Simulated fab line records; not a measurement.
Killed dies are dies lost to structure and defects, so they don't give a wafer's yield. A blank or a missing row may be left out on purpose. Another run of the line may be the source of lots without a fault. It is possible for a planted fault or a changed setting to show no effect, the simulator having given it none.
Which tool was responsible? + flow gf180mcu + 12 lots, 36 wafers sampled, at 4 steps of a route of 602

== WHAT THE GAUGES SHOWED, per wafer ==
GF_PSD_OVL_MEAS_08.
| lot  | measured     | on         | PSD_OVL (nm)   |
|------|--------------|------------|----------------|
| L499 | day 15 20:16 | overlay-01 | 4.1 2.6 2.7    |
| L501 | day 16 11:38 | overlay-01 | 1.7 -0.5 0.2   |
| L502 | day 17 01:32 | overlay-01 | 2.5 3.6 2.2    |
| L511 | day 20 05:17 | overlay-01 | 1.1 -1.5 0.0   |
| L512 | day 20 10:41 | overlay-02 | 1.1 -0.2 1.1   |
| L513 | day 20 15:05 | overlay-01 | -2.5 -1.2 -0.3 |
| L514 | day 20 22:31 | overlay-02 | -3.1 -3.1 -4.2 |
| L515 | day 21 09:29 | overlay-01 | -2.5 1.5 0.1   |
| L516 | day 21 20:04 | overlay-02 | -0.9 -2.6 -2.5 |
| L517 | day 22 04:17 | overlay-02 | -1.0 1.1 -0.2  |
| L518 | day 22 06:23 | overlay-02 | 2.6 0.4 1.8    |
| L522 | day 23 06:35 | overlay-02 | -0.3 1.7 2.9   |

GF_CONTACT_THK_MEAS_01.
| lot  | measured     | on            | CONTACT_CVD_00_THK (nm) |
|------|--------------|---------------|-------------------------|
| L499 | day 16 21:51 | film metro-02 | 298 302 302             |
| L501 | day 17 13:28 | film metro-02 | 308 303 308             |
| L502 | day 18 03:11 | film metro-02 | 307 302 297             |
| L511 | day 21 08:44 | film metro-02 | 294 150 303 294 150 303 |
| L512 | day 21 13:11 | film metro-02 | 297 303 298             |
| L513 | day 21 20:56 | film metro-02 | 295 303 296             |
| L514 | day 22 00:59 | film metro-04 | 300 302 298             |
| L515 | day 22 12:32 | film metro-03 | 302 302 303             |
| L516 | day 22 22:50 | film metro-02 | 298 298 304             |
| L517 | day 23 06:37 | film metro-04 | 301 303 296             |
| L518 | day 23 08:14 | film metro-03 | 308 300 307             |
| L522 | day 24 08:08 | film metro-04 | 296 292 299             |

== EACH LOT AND THE TOOL THAT RAN IT (in order: tool; ch and the chambers of the sampled wafers; start) ==
| lot  | GF_SALICIDE_SPUTTER_03       | GF_CONTACT_CVD_00                |
|------|------------------------------|----------------------------------|
| L499 | pvd sputter-04, day 16 21:18 | hdpcvd-02 ch 1,2, day 16 21:49   |
| L501 | pvd sputter-01, day 17 12:55 | hdpcvd-02 ch 0,1,2, day 17 13:25 |
| L502 | pvd sputter-01, day 18 02:38 | hdpcvd-01 ch 0,1, day 18 03:08   |
| L511 | pvd sputter-04, day 21 08:11 | hdpcvd-01 ch 0,1,2, day 21 08:40 |
| L512 | pvd sputter-01, day 21 12:38 | hdpcvd-02 ch 1,2, day 21 13:08   |
| L513 | pvd sputter-03, day 21 20:22 | hdpcvd-01 ch 1,2, day 21 20:52   |
| L514 | pvd sputter-01, day 22 00:26 | hdpcvd-02 ch 0,1, day 22 00:56   |
| L515 | pvd sputter-01, day 22 11:59 | hdpcvd-02 ch 0,1, day 22 12:29   |
| L516 | pvd sputter-03, day 22 22:17 | hdpcvd-02 ch 0,1, day 22 22:47   |
| L517 | pvd sputter-03, day 23 06:01 | hdpcvd-02 ch 0,1,2, day 23 06:32 |
| L518 | pvd sputter-03, day 23 07:41 | hdpcvd-02 ch 1,2, day 23 08:11   |
| L522 | pvd sputter-04, day 24 07:32 | hdpcvd-01 ch 0,1, day 24 08:04   |
- GF_SALICIDE_SPUTTER_03: material TiN, target thk 20 nm, time 16.7 s.
- GF_CONTACT_CVD_00: deposits SiO2, target thk 300 nm, time 50 s.

== WHAT THE TOOLS THEMSELVES READ (means of the sampled wafers that have a number; where no wafer has one, the mark that the record gives instead) ==
GF_SALICIDE_SPUTTER_03.
| lot  | tool           | cathode dc power W (W) | chamber pressure pa (Pa) | throttle valve pct (%) |
|------|----------------|------------------------|--------------------------|------------------------|
| L499 | pvd sputter-04 | 6715.2                 | 0.4001                   | 29.6                   |
| L501 | pvd sputter-01 | 6715.0                 | 0.3993                   | 30.2                   |
| L502 | pvd sputter-01 | 6714.7                 | 0.3996                   | 30.3                   |
| L511 | pvd sputter-04 | 6714.0                 | 0.3990                   | 31.1                   |
| L512 | pvd sputter-01 | 6715.2                 | 0.4002                   | 30.3                   |
| L513 | pvd sputter-03 | 6715.3                 | 0.3997                   | 29.0                   |
| L514 | pvd sputter-01 | 6716.3                 | 0.3999                   | 29.7                   |
| L515 | pvd sputter-01 | 6714.6                 | 0.4007                   | 30.4                   |
| L516 | pvd sputter-03 | 6715.7                 | 0.3994                   | 29.7                   |
| L517 | pvd sputter-03 | 6714.6                 | 0.4003                   | 29.0                   |
| L518 | pvd sputter-03 | 6714.2                 | 0.3994                   | 29.1                   |
| L522 | pvd sputter-04 | 6715.1                 | 0.4000                   | 29.9                   |

GF_CONTACT_CVD_00.
| lot  | tool      | pressure mtorr (mTorr) | sih4 flow sccm (sccm) |
|------|-----------|------------------------|-----------------------|
| L499 | hdpcvd-02 | 6.007                  | 59.99                 |
| L501 | hdpcvd-02 | 5.997                  | 60.06                 |
| L502 | hdpcvd-01 | 6.016                  | 59.89                 |
| L511 | hdpcvd-01 | 6.003                  | 50.09                 |
| L512 | hdpcvd-02 | 5.994                  | 59.93                 |
| L513 | hdpcvd-01 | 6.006                  | 59.94                 |
| L514 | hdpcvd-02 | 6.001                  | 60.08                 |
| L515 | hdpcvd-02 | 5.998                  | 60.14                 |
| L516 | hdpcvd-02 | 6.008                  | 60.11                 |
| L517 | hdpcvd-02 | 6.004                  | 60.11                 |
| L518 | hdpcvd-02 | 5.998                  | 59.87                 |
| L522 | hdpcvd-01 | 6.016                  | 60.17                 |

== THE ANSWER, worked out from the rows above alone ==
Rule: what is usual is taken from the lots themselves. Put in order of their means at a reading, lots are off if they are a third of the lots or fewer, leave a main group of 4 or more, and stand apart from it by a gap of 3 or more times the standard deviation of the main group's means; of several such gaps the widest counts. If all means in a main group match to the digits the tables above print for the reading, that group is not used. A lot without any number at a reading at which 4 lots or more have one is off too. All remaining lots with rows at the step are treated as sound. Order of review: gauges by route order, followed by the tools' own readings, for which a lot's mean as printed above is used. The first step at which some lot is off is used, and at that step the reading that is off furthest; a lot without a number counts as furthest.
Off: at GF_CONTACT_THK_MEAS_01 (CONTACT_CVD_00_THK), L511. The main group has a mean of 301 nm with a standard deviation of 2.9.
A tool fits if, at a process step before that reading, it ran every lot that is off, and no sound lot after the first of them. Not tried: the gauges at GF_CONTACT_THK_MEAS_01; whatever is off there is also off at GF_CONTACT_CVD_00, on other tools, and gauge error can't account for it. Not one of the candidates tried fits.

== WHAT HAD BEEN PUT IN BY THE SIMULATOR ==
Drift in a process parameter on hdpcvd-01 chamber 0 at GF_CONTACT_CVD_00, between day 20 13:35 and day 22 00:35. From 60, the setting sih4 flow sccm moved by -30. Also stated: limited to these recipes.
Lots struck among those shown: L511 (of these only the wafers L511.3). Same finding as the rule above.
